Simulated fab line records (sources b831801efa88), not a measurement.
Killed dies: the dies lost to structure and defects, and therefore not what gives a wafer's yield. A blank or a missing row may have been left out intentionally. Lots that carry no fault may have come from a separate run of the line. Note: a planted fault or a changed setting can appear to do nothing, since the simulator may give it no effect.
Chamber matching :: flow gf180mcu :: pecvd-02 running GF_V2_CVD_02: 3 sister chambers
The step deposits SiO2 from TEOS, target thk 850 nm, time 94.851 s. 3 wafers are shown with their chamber, then 11 later ones without.

== EACH WAFER AND ITS CHAMBER ==
wafer: L081.6
chamber: 2
heater_power_w (W): 674

wafer: L084.6
chamber: 1
heater_power_w (W): 928

wafer: L091.1
chamber: 0
heater_power_w (W): 879

== WAFERS WITHOUT THEIR CHAMBER ==
wafer: L091.2
heater_power_w (W): 815

wafer: L091.3
heater_power_w (W): 703

wafer: L091.4
heater_power_w (W): 855

wafer: L091.5
heater_power_w (W): 547

wafer: L091.6
heater_power_w (W): 900

wafer: L094.2
heater_power_w (W): 623

wafer: L094.5
heater_power_w (W): 563

wafer: L094.6
heater_power_w (W): 831

wafer: L097.3
heater_power_w (W): 512

wafer: L097.4
heater_power_w (W): 842

wafer: L097.5
heater_power_w (W): 768

== EACH ONE'S CHAMBER ==
wafer: L091.2
from the rows above: can't be placed: 0 or 1 or 2
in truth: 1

wafer: L091.3
from the rows above: can't be placed: 2 or 0
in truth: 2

wafer: L091.4
from the rows above: can't be placed: 0 or 1 or 2
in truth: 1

wafer: L091.5
from the rows above: 2
in truth: 2

wafer: L091.6
from the rows above: can't be placed: 0 or 1
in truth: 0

wafer: L094.2
from the rows above: 2
in truth: 2

wafer: L094.5
from the rows above: 2
in truth: 2

wafer: L094.6
from the rows above: can't be placed: 0 or 1 or 2
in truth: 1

wafer: L097.3
from the rows above: 2
in truth: 2

wafer: L097.4
from the rows above: can't be placed: 0 or 1 or 2
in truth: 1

wafer: L097.5
from the rows above: can't be placed: 2 or 0 or 1
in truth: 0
Placed correctly: 4 of 11. From these rows, 7 cannot be placed; in 7 the true chamber is one of the candidates. 0 placed wrongly.
How it was worked out, from the rows above alone: a wafer's distance from a chamber is the root of the sum, over the readings, of the square of ((its reading less the chamber's mean) divided by the reading's scatter). If the next closest chamber is less than 2 further off than the closest, the wafer can't be placed; otherwise it belongs to the closest. A chamber's mean is the mean of its shown wafers. The scatter: with one shown wafer a chamber, the root of the mean of the squares of how far each hidden wafer lies from its nearest shown one.
